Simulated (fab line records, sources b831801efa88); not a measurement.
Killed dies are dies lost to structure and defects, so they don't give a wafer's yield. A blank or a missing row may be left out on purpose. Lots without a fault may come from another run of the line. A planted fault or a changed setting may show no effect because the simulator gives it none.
fab line records | flow sky130 | part 1 of 2: steps 1 to 25 of 35
record lots=5 wafers=15 last_day=50
route steps=708 shown FIELD_ISO@2 NWELL@32 DNWELL@35
lots that met no fault: from a run of the same line without faults
start_h: hours from the record's first day to the start of the lot's first wafer shown | wait_h: hours since the lot's step before | " the same as in the row above | L1.1+2: a row that stands for several wafers | - no value, or no start given | * or withheld: withheld | < > ~ a bound
route shown NAME@n: a module of which the file shows steps, and the number in the route of the first | usual: mean/standard deviation of fault-free wafers | same: alike in all rows | chamber/n: place in a boat | sites: the reading at each site | _std_site: their standard deviation | _edge_site: outer sites' mean less inner sites' | radius_mm: how far each site lies from the wafer's centre | mask NAME#n: copy n | behind: the tool/chamber that last shaped the wafer | hold: why the lot was held/for how many hours/how that ended | device: the transistor (n, p or np) that didn't switch | end of line: the same wafers' tests at the end of the route | a step without rows: its recipe alone | killed: dies lost to structure and defects at the first sort, not the wafer's yield | map: a wafer's dies, x killed, . not, _ none there
set.NAME: the setting as run; set.NAME@STEP: as run at that earlier step | model.NAME: the simulator's own value behind a step, which no gauge read
lots at some steps of the route; a table a step, a row a wafer
services: from which hour (start_h, from the record's first day; less than 0 if before it) a tool's chamber was out of use, for how many hours, and why
## steps
# step SKY_FIELD_ISO_OXIDATION_01
# recipe temp_c=900 ambient=O2 stabilise_s=600 purge_s=300 target_thk_a=120 ox_time_s=1843
# usual ox_temp_c=900.0/0.39 spike_tc_top_C=915.4/1.2 tube_center_temp_C=899.99/0.082
# columns lot.wafer tool chamber start_h wait_h ox_temp_c spike_tc_top_C tube_center_temp_C
L080.2 furnace-02 0 40.17 0.1 900.3 918.0 899.96
L080.4 " 0 " " 900.8 914.4 899.87
L080.6 " 0 " " 900.4 915.8 899.95
L081.3 furnace-01 0 45.50 0.4 900.3 915.3 899.93
L081.5 " 0 " " 900.6 913.3 899.99
L081.6 " 0 " " 900.1 914.0 900.04
L090.3 furnace-02 0 90.56 0.5 899.6 917.5 899.99
L090.5 " 0 " " 899.6 916.1 899.95
L090.6 " 0 " " 899.1 917.4 900.01
L095.2 furnace-01 0 115.75 0.7 899.9 915.7 899.89
L095.3 " 0 " " 899.9 912.3 899.92
L095.6 " 0 " " 900.3 915.3 899.94
L096.1 furnace-01 0 120.12 0.1 900.0 916.7 900.05
L096.3 " 0 " " 899.8 916.8 899.94
L096.6 " 0 " " 899.4 915.6 899.92
# step SKY_FIELD_ISO_THK_MEAS_02
# recipe reads=SiO2_of_FIELD_ISO_OXIDATION_01
# usual FIELD_ISO_OXIDATION_00_THK=11.98/0.21
# columns lot.wafer tool chamber start_h wait_h FIELD_ISO_OXIDATION_00_THK[nm]
L080.2 film_metro-04 - 41.70 0.0 11.86
L080.4 " - " " 11.81
L080.6 " - " " 11.59
L081.3 film_metro-03 - 47.03 0.0 11.91
L081.5 " - " " 11.85
L081.6 " - " " 11.89
L090.3 film_metro-03 - 92.09 0.0 11.86
L090.5 " - " " 11.90
L090.6 " - " " 11.57
L095.2 film_metro-04 - 117.27 0.0 12.23
L095.3 " - " " 12.24
L095.6 " - " " 12.09
L096.1 film_metro-01 - 121.63 0.0 12.00
L096.3 " - " " 11.82
L096.6 " - " " 12.07
# step SKY_FIELD_ISO_CVD_03
# recipe material=Si3N4 precursor=DCS/NH3 target_thk_nm=165 temp_c=770 time_s=2830 pressure_mtorr=250
# usual spike_tc_top_C=780/3.8
# columns lot.wafer tool chamber start_h wait_h spike_tc_top_C
L080.2 lpcvd-02 0 46.47 4.8 775
L080.4 " 0 " " 774
L080.6 " 0 " " 776
L081.3 lpcvd-02 0 58.06 11.0 777
L081.5 " 0 " " 777
L081.6 " 0 " " 777
L090.3 lpcvd-02 0 94.02 1.9 776
L090.5 " 0 " " 776
L090.6 " 0 " " 776
L095.2 lpcvd-02 0 117.32 0.0 777
L095.3 " 0 " " 775
L095.6 " 0 " " 775
L096.1 lpcvd-02 1 123.38 1.7 784
L096.3 " 1 " " 784
L096.6 " 1 " " 783
# step SKY_FIELD_ISO_THK_MEAS_04
# recipe reads=Si3N4_of_FIELD_ISO_CVD_03
# usual FIELD_ISO_CVD_03_THK=166.5/1.4
# columns lot.wafer tool chamber start_h wait_h FIELD_ISO_CVD_03_THK[nm]
L080.2 film_metro-03 - 50.50 0.0 169.3
L080.4 " - " " 168.6
L080.6 " - " " 168.8
L081.3 film_metro-04 - 60.76 0.0 167.2
L081.5 " - " " 166.9
L081.6 " - " " 166.2
L090.3 film_metro-04 - 96.72 0.0 166.9
L090.5 " - " " 168.6
L090.6 " - " " 168.6
L095.2 film_metro-04 - 119.12 0.0 168.0
L095.3 " - " " 166.8
L095.6 " - " " 167.2
L096.1 film_metro-04 - 125.16 0.0 166.4
L096.3 " - " " 166.4
L096.6 " - " " 167.5
# step SKY_FIELD_ISO_DEHYDRATE_05
# recipe temp_c=200 time_s=60
# usual chill_plate_temp_C=23.00/0.096
# columns lot.wafer tool chamber start_h wait_h chill_plate_temp_C
L080.2 litho_track-03 0 57.60 7.1 23.08
L080.4 " 0 " " 23.16
L080.6 " 0 " " 22.96
L081.3 litho_track-01 0 68.49 7.7 23.11
L081.5 " 0 " " 22.93
L081.6 " 0 " " 23.01
L090.3 litho_track-01 0 104.69 8.0 23.10
L090.5 " 0 " " 23.15
L090.6 " 0 " " 23.05
L095.2 litho_track-03 0 127.65 8.5 22.96
L095.3 " 0 " " 23.00
L095.6 " 0 " " 23.20
L096.1 litho_track-01 0 134.14 9.0 23.14
L096.3 " 0 " " 23.07
L096.6 " 0 " " 22.97
# step SKY_FIELD_ISO_HMDS_06
# recipe prime_time_s=60 prime_temp_c=120
# usual chill_plate_temp_C=22.99/0.11
# columns lot.wafer tool chamber start_h wait_h chill_plate_temp_C
L080.2 litho_track-03 0 57.75 0.1 22.86
L080.4 " 0 " " 23.03
L080.6 " 0 " " 22.85
L081.3 litho_track-01 0 68.64 0.1 22.96
L081.5 " 0 " " 23.04
L081.6 " 0 " " 22.99
L090.3 litho_track-01 0 104.84 0.1 23.03
L090.5 " 0 " " 23.04
L090.6 " 0 " " 22.90
L095.2 litho_track-03 0 127.80 0.1 23.15
L095.3 " 0 " " 23.14
L095.6 " 0 " " 22.98
L096.1 litho_track-01 0 134.29 0.1 23.03
L096.3 " 0 " " 22.82
L096.6 " 0 " " 22.99
# step SKY_FIELD_ISO_COAT_07
# recipe resist=BARC temp_c=withheld time_s=withheld spin_rpm=3000 resist_thk_nm=60
# usual chill_plate_temp_C=*
# columns lot.wafer tool chamber start_h wait_h chill_plate_temp_C
L080.2 litho_track-03 0 57.90 0.1 *
L080.4 " 0 " " *
L080.6 " 0 " " *
L081.3 litho_track-01 0 68.79 0.1 *
L081.5 " 0 " " *
L081.6 " 0 " " *
L090.3 litho_track-01 0 104.99 0.1 *
L090.5 " 0 " " *
L090.6 " 0 " " *
L095.2 litho_track-03 0 127.95 0.1 *
L095.3 " 0 " " *
L095.6 " 0 " " *
L096.1 litho_track-01 0 134.44 0.1 *
L096.3 " 0 " " *
L096.6 " 0 " " *
# step SKY_FIELD_ISO_COAT_08
# recipe resist=KrF-thick spin_rpm=3000 resist_thk_nm=450
# usual chill_plate_temp_C=23.01/0.095
# columns lot.wafer tool chamber start_h wait_h chill_plate_temp_C
L080.2 litho_track-03 0 - - 23.00
L080.4 " 0 " " 23.18
L080.6 " 0 " " 23.00
L081.3 litho_track-01 0 - - 23.09
L081.5 " 0 " " 22.95
L081.6 " 0 " " 22.98
L090.3 litho_track-01 0 - - 23.01
L090.5 " 0 " " 22.94
L090.6 " 0 " " 22.90
L095.2 litho_track-03 0 - - 23.02
L095.3 " 0 " " 22.99
L095.6 " 0 " " 23.02
L096.1 litho_track-01 0 - - 23.04
L096.3 " 0 " " 22.90
L096.6 " 0 " " 22.94
# step SKY_FIELD_ISO_SOFTBAKE_09
# recipe temp_c=100 time_s=90 resist=KrF-thick
# usual chill_plate_temp_C=22.99/0.11
# columns lot.wafer tool chamber start_h wait_h chill_plate_temp_C
L080.2 litho_track-03 0 - - 23.09
L080.4 " 0 " " 23.18
L080.6 " 0 " " 22.99
L081.3 litho_track-01 0 - - 23.03
L081.5 " 0 " " 23.12
L081.6 " 0 " " 22.90
L090.3 litho_track-01 0 - - 22.98
L090.5 " 0 " " 22.93
L090.6 " 0 " " 22.88
L095.2 litho_track-03 0 - - 23.16
L095.3 " 0 " " 23.07
L095.6 " 0 " " 23.08
L096.1 litho_track-01 0 - - 22.90
L096.3 " 0 " " 22.95
L096.6 " 0 " " 23.07
# step SKY_FIELD_ISO_EXPOSE_10
# recipe mask_id=FOM na=0.68 source_shape=annular sigma_inner=0.4 sigma_outer=0.8 target_cd_nm=150 dose_mj=28
# columns lot.wafer tool chamber start_h wait_h mask
L080.2+4+6 krf_scanner-02 0 - - FOM#0
L081.3+5+6 krf_scanner-02 0 - - FOM#0
L090.3+5+6 krf_scanner-01 0 - - FOM#0
L095.2+3+6 krf_scanner-01 0 - - FOM#0
L096.1+3+6 krf_scanner-02 0 - - FOM#0
# step SKY_FIELD_ISO_PEB_11
# recipe peb_temp_c=withheld peb_time_s=withheld resist=KrF-thick
# usual chill_plate_temp_C=*
# columns lot.wafer tool chamber start_h wait_h chill_plate_temp_C
L080.2 litho_track-01 0 - - *
L080.4 " 0 " " *
L080.6 " 0 " " *
L081.3 litho_track-01 0 - - *
L081.5 " 0 " " *
L081.6 " 0 " " *
L090.3 litho_track-04 0 - - *
L090.5 " 0 " " *
L090.6 " 0 " " *
L095.2 litho_track-01 0 - - *
L095.3 " 0 " " *
L095.6 " 0 " " *
L096.1 litho_track-01 0 - - *
L096.3 " 0 " " *
L096.6 " 0 " " *
# step SKY_FIELD_ISO_DEVELOP_12
# recipe develop_time_s=60 resist=KrF-thick dev_temp_c=21
# usual chill_plate_temp_C=22.98/0.1
# columns lot.wafer tool chamber start_h wait_h chill_plate_temp_C
L080.2 litho_track-01 0 - - 23.10
L080.4 " 0 " " 22.97
L080.6 " 0 " " 23.02
L081.3 litho_track-01 0 - - 22.91
L081.5 " 0 " " 22.99
L081.6 " 0 " " 23.07
L090.3 litho_track-04 0 - - 22.96
L090.5 " 0 " " 23.05
L090.6 " 0 " " 23.04
L095.2 litho_track-01 0 - - 23.14
L095.3 " 0 " " 23.05
L095.6 " 0 " " 23.02
L096.1 litho_track-01 0 - - 22.83
L096.3 " 0 " " 22.73
L096.6 " 0 " " 22.78
# step SKY_FIELD_ISO_CD_MEAS_13
# recipe target_cd_nm=150
# usual cd_nm=149.7/1.4
# columns lot.wafer tool chamber start_h wait_h cd_nm
L080.2 cd_sem-02 - 65.76 - 147.1
L080.4 " - " " 146.3
L080.6 " - " " 147.0
L081.3 cd_sem-02 - 77.08 - 150.2
L081.5 " - " " 149.0
L081.6 " - " " 150.2
L090.3 cd_sem-02 - 114.58 - 148.9
L090.5 " - " " 149.2
L090.6 " - " " 148.4
L095.2 cd_sem-01 - 137.81 - 148.4
L095.3 " - " " 149.5
L095.6 " - " " 147.4
L096.1 cd_sem-02 - 143.89 - 149.7
L096.3 " - " " 150.7
L096.6 " - " " 150.5
# step SKY_FIELD_ISO_ETCH_14
# recipe chemistry=N2/H2 target=BARC ion_energy_ev=200 source_w=500 bias_w=100 pressure_mtorr=30 n2_flow_sccm=100 h2_flow_sccm=200 stop_on=SiO2 time_s=45.9 target_depth_a=600
# usual drypump_motor_current_A=5.86/0.27 n2_flow_sccm=100.0/0.33 oes_product_au=0.855/0.005 throttle_valve_pct=13.225/0.0096
# columns lot.wafer tool chamber start_h wait_h drypump_motor_current_A n2_flow_sccm oes_product_au rf_hours_counter_h throttle_valve_pct
L080.2 rie_diel-01 0 65.86 0.1 5.71 100.3 0.859 53 13.236
L080.4 " 1 " " 5.79 100.2 0.855 150 13.220
L080.6 " 0 " " 5.72 100.3 0.866 - 13.221
L081.3 rie_diel-03 0 77.16 0.1 6.19 99.2 0.855 87 13.232
L081.5 " 1 " " 6.14 100.1 0.850 - 13.208
L081.6 " 0 " " 6.22 99.6 0.843 - 13.226
L090.3 rie_diel-01 2 114.66 0.1 6.03 99.9 0.853 140 13.232
L090.5 " 2 " " 6.03 99.6 0.856 - 13.225
L090.6 " 3 " " 5.64 100.5 0.860 - 13.229
L095.2 rie_diel-03 2 137.91 0.1 5.67 99.6 0.851 138 13.217
L095.3 " 3 " " 5.73 99.7 0.855 156 13.226
L095.6 " 0 " " 6.19 100.3 0.852 - 13.241
L096.1 rie_diel-01 2 144.01 0.1 6.02 100.2 0.861 141 13.231
L096.3 " 3 " " 5.64 100.0 0.855 71 13.237
L096.6 " 1 " " 5.72 99.8 0.859 - 13.225
# step SKY_FIELD_ISO_ETCH_15
# recipe chemistry=CHF3/O2 target_depth_nm=180 stop_on=Si source_w=600 bias_w=200 pressure_mtorr=40 chf3_flow_sccm=50 O2_flow_sccm=5 time_s=72
# usual drypump_motor_current_A=5.85/0.27 oes_product_au=0.951/0.0064 throttle_valve_pct=8.845/0.0098
# columns lot.wafer tool chamber start_h wait_h drypump_motor_current_A oes_product_au rf_hours_counter_h throttle_valve_pct
L080.2 rie_diel-01 0 65.90 0.0 5.69 0.960 53 8.834
L080.4 " 1 " " 5.73 0.957 150 8.862
L080.6 " 0 " " 5.69 0.955 - 8.865
L081.3 rie_diel-03 0 77.20 0.0 6.21 0.950 87 8.854
L081.5 " 1 " " 6.12 0.946 - 8.843
L081.6 " 0 " " 6.19 0.947 - 8.858
L090.3 rie_diel-01 2 114.71 0.0 6.02 0.952 140 8.839
L090.5 " 2 " " 6.02 0.956 - 8.852
L090.6 " 3 " " 5.64 0.958 - 8.837
L095.2 rie_diel-03 2 137.95 0.0 5.65 0.956 138 8.850
L095.3 " 3 " " 5.75 0.952 156 8.840
L095.6 " 0 " " 6.20 0.956 - 8.838
L096.1 rie_diel-01 2 144.05 0.0 6.02 0.943 141 8.856
L096.3 " 3 " " 5.62 0.942 71 8.853
L096.6 " 1 " " 5.76 0.949 - 8.857
# step SKY_FIELD_ISO_STRIP_16
# recipe chemistry=O2/N2 power_w=1400 pressure_mtorr=1500 platen_temp_c=withheld o2_flow_sccm=3000 n2_flow_sccm=300 overash_fraction=0.5
# usual drypump_motor_current_A=5.6/0.43 n2_flow_sccm=300.0/0.97 o2_flow_sccm=2998/8.5 oes_product_au=0.378/0.0043 strip_time_to_endpoint_s=3.541/0.025
# same overash_fraction=0.5
# columns lot.wafer tool chamber start_h wait_h drypump_motor_current_A n2_flow_sccm o2_flow_sccm oes_product_au rf_hours_counter_h strip_time_to_endpoint_s
L080.2 plasma_asher-02 0 65.96 0.0 5.8 298.5 3001 0.367 36 3.495
L080.4 " 0 " " 5.8 299.8 2990 0.377 - 3.511
L080.6 " 0 " " 5.8 299.1 3000 0.377 - 3.523
L081.3 plasma_asher-03 1 77.29 0.1 6.1 301.2 2990 0.380 - 3.556
L081.5 " 1 " " 6.1 300.2 2993 0.378 - 3.571
L081.6 " 0 " " 4.8 299.6 2991 0.373 - 3.529
L090.3 plasma_asher-01 0 114.80 0.1 5.3 300.9 2991 0.378 - 3.540
L090.5 " 1 " " 5.9 298.8 2998 0.375 - 3.533
L090.6 " 0 " " 5.3 301.0 2995 0.375 - 3.537
L095.2 plasma_asher-01 0 138.01 0.0 5.3 299.9 3000 0.374 45 3.568
L095.3 " 0 " " 5.3 300.4 2988 0.376 - 3.541
L095.6 " 1 " " 6.0 301.3 2988 0.376 - 3.545
L096.1 plasma_asher-01 0 144.11 0.0 5.3 300.6 3009 0.377 45 3.537
L096.3 " 1 " " 5.9 299.9 3001 0.367 - 3.507
L096.6 " 1 " " 5.9 300.9 2996 0.377 - 3.525
# step SKY_FIELD_ISO_ETCH_17
# recipe target_depth_a=3420 mask_material=Si3N4 chemistry=HBr/Cl2/O2 target=Si taper_deg=5 icp_w=600 bias_w=150 pressure_mtorr=15 HBr_flow_sccm=150 Cl2_flow_sccm=40 O2_flow_sccm=6 time_s=97.7
# usual drypump_motor_current_A=5.8/0.46 oes_product_au=1.006/0.0078 throttle_valve_pct=25.653/0.0096
# columns lot.wafer tool chamber start_h wait_h drypump_motor_current_A oes_product_au rf_hours_counter_h throttle_valve_pct
L080.2 rie_si-02 3 66.06 0.1 6.0 1.001 98 25.656
L080.4 " 1 " " 6.4 1.014 67 25.642
L080.6 " 0 " " 6.0 1.020 - 25.668
L081.3 rie_si-01 2 77.36 0.0 6.1 1.015 67 25.661
L081.5 " 1 " " 6.1 1.009 - 25.646
L081.6 " 2 " " 6.1 1.017 - 25.640
L090.3 rie_si-02 1 114.86 0.0 6.5 1.008 67 25.654
L090.5 " 3 " " 5.9 1.000 - 25.669
L090.6 " 0 " " 5.9 1.004 - 25.659
L095.2 rie_si-02 0 138.11 0.1 6.0 1.011 31 25.650
L095.3 " 2 " " 5.0 0.992 0 25.668
L095.6 " 3 " " 6.0 0.997 - 25.637
L096.1 rie_si-02 1 144.21 0.1 6.4 1.017 68 25.638
L096.3 " 2 " " 5.0 1.001 0 25.655
L096.6 " 3 " " 5.9 0.994 - 25.657
# step SKY_FIELD_ISO_WET_ETCH_18
# recipe chemistry=H3PO4 target_depth_nm=25 temp_c=160 target=Si3N4 time_s=286
# columns lot.wafer tool chamber start_h wait_h
L080.2+4+6 wet_bench-01 2 66.13 0.0
L081.3+5+6 wet_bench-04 1 77.43 0.0
L090.3+5+6 wet_bench-04 0 114.93 0.0
L095.2+3+6 wet_bench-04 3 138.18 0.0
L096.1+3+6 wet_bench-01 3 144.28 0.0
# step SKY_FIELD_ISO_CLEAN_19
# recipe chemistry=SC1/SC2 mix=1:4:20 temp_c=70 time_s=150
# columns lot.wafer tool chamber start_h wait_h
L080.2+4+6 wet_bench-03 1 66.22 0.0
L081.3+5+6 wet_bench-03 1 77.52 0.0
L090.3+5+6 wet_bench-01 0 115.02 0.0
L095.2+3+6 wet_bench-01 0 138.28 0.0
L096.1+3+6 wet_bench-04 3 144.40 0.0
# step SKY_FIELD_ISO_CLEAN_20
# recipe chemistry=dHF time_s=20 dilution=100:1
# columns lot.wafer tool chamber start_h wait_h
L080.2+4+6 wet_bench-04 2 66.27 0.0
L081.3+5+6 wet_bench-01 1 77.57 0.0
L090.3+5+6 wet_bench-04 0 115.08 0.0
L095.2+3+6 wet_bench-03 1 138.33 0.0
L096.1+3+6 wet_bench-04 2 144.45 0.0
# step SKY_FIELD_ISO_WET_ETCH_21
# recipe chemistry=dHF dilution=100:1 target_depth_nm=20 dry=ipa_marangoni target=SiO2 temp_c=25 time_s=400
# columns lot.wafer tool chamber start_h wait_h
L080.2+4+6 wet_bench-01 1 66.28 0.0
L081.3+5+6 wet_bench-04 3 77.59 0.0
L090.3+5+6 wet_bench-01 1 115.09 0.0
L095.2+3+6 wet_bench-04 0 138.34 0.0
L096.1+3+6 wet_bench-04 1 144.47 0.0
# step SKY_FIELD_ISO_OXIDATION_22
# recipe temp_c=950 ambient=O2 stabilise_s=600 purge_s=300 target_thk_a=100 ox_time_s=623
# usual ox_temp_c=950.0/0.44 spike_tc_top_C=965.2/1.1 tube_center_temp_C=950/0.084
# columns lot.wafer tool chamber start_h wait_h ox_temp_c spike_tc_top_C tube_center_temp_C
L080.2 furnace-01 0 66.63 0.2 949.6 964.6 949.97
L080.4 " 0 " " 950.2 964.8 950
L080.6 " 0 " " 950.0 964.6 950.1
L081.3 furnace-02 0 80.18 2.5 949.9 965.8 949.92
L081.5 " 0 " " 950.6 964.5 950.04
L081.6 " 0 " " 949.8 964.1 949.96
L090.3 furnace-02 0 116.77 1.5 950.0 965.1 950.06
L090.5 " 0 " " 949.3 965.7 950.09
L090.6 " 0 " " 950.3 964.9 950.03
L095.2 furnace-01 0 139.26 0.8 949.8 965.4 950.11
L095.3 " 0 " " 948.8 964.0 950.08
L095.6 " 0 " " 950.1 963.8 950.22
L096.1 furnace-01 0 144.59 0.0 949.6 964.0 950.08
L096.3 " 0 " " 949.7 963.8 949.99
L096.6 " 0 " " 950.4 965.8 950.01
# step SKY_FIELD_ISO_THK_MEAS_23
# recipe reads=SiO2_of_FIELD_ISO_OXIDATION_22
# usual FIELD_ISO_OXIDATION_01_THK=9.92/0.2
# columns lot.wafer tool chamber start_h wait_h FIELD_ISO_OXIDATION_01_THK[nm]
L080.2 film_metro-01 - 67.81 0.0 9.84
L080.4 " - " " 9.89
L080.6 " - " " 9.84
L081.3 film_metro-01 - 81.38 0.0 9.98
L081.5 " - " " 9.89
L081.6 " - " " 9.89
L090.3 film_metro-01 - 117.96 0.0 9.94
L090.5 " - " " 10.15
L090.6 " - " " 10.01
L095.2 film_metro-04 - 140.45 0.0 9.82
L095.3 " - " " 10.18
L095.6 " - " " 10.19
L096.1 film_metro-03 - 145.76 0.0 9.87
L096.3 " - " " 9.58
L096.6 " - " " 9.80
# step SKY_FIELD_ISO_CVD_24
# recipe material=SiO2 target_thk_nm=595 temp_c=650 sigma_open_frac=0.3 time_s=99.2 sih4_flow_sccm=60 pressure_mtorr=6
# columns lot.wafer tool chamber start_h wait_h
L080.2+4+6 hdpcvd-02 2,0,2 67.86 0.0
L081.3+5+6 hdpcvd-02 1,1,0 81.42 0.0
L090.3+5+6 hdpcvd-01 1,2,0 118.00 0.0
L095.2+3+6 hdpcvd-01 1,2,1 140.50 0.0
L096.1+3+6 hdpcvd-01 0,1,0 145.82 0.1
# step SKY_FIELD_ISO_THK_MEAS_25
# recipe reads=SiO2_of_FIELD_ISO_CVD_24
# usual FIELD_ISO_CVD_24_THK=595/5.1
# columns lot.wafer tool chamber start_h wait_h FIELD_ISO_CVD_24_THK[nm]
L080.2 film_metro-04 - 67.95 0.0 597
L080.4 " - " " 598
L080.6 " - " " 593
L081.3 film_metro-04 - 81.51 0.1 599
L081.5 " - " " 602
L081.6 " - " " 595
L090.3 film_metro-03 - 118.09 0.1 599
L090.5 " - " " 596
L090.6 " - " " 603
L095.2 film_metro-04 - 140.58 0.0 605
L095.3 " - " " 598
L095.6 " - " " 598
L096.1 film_metro-04 - 145.89 0.0 607
L096.3 " - " " 598
L096.6 " - " " 599
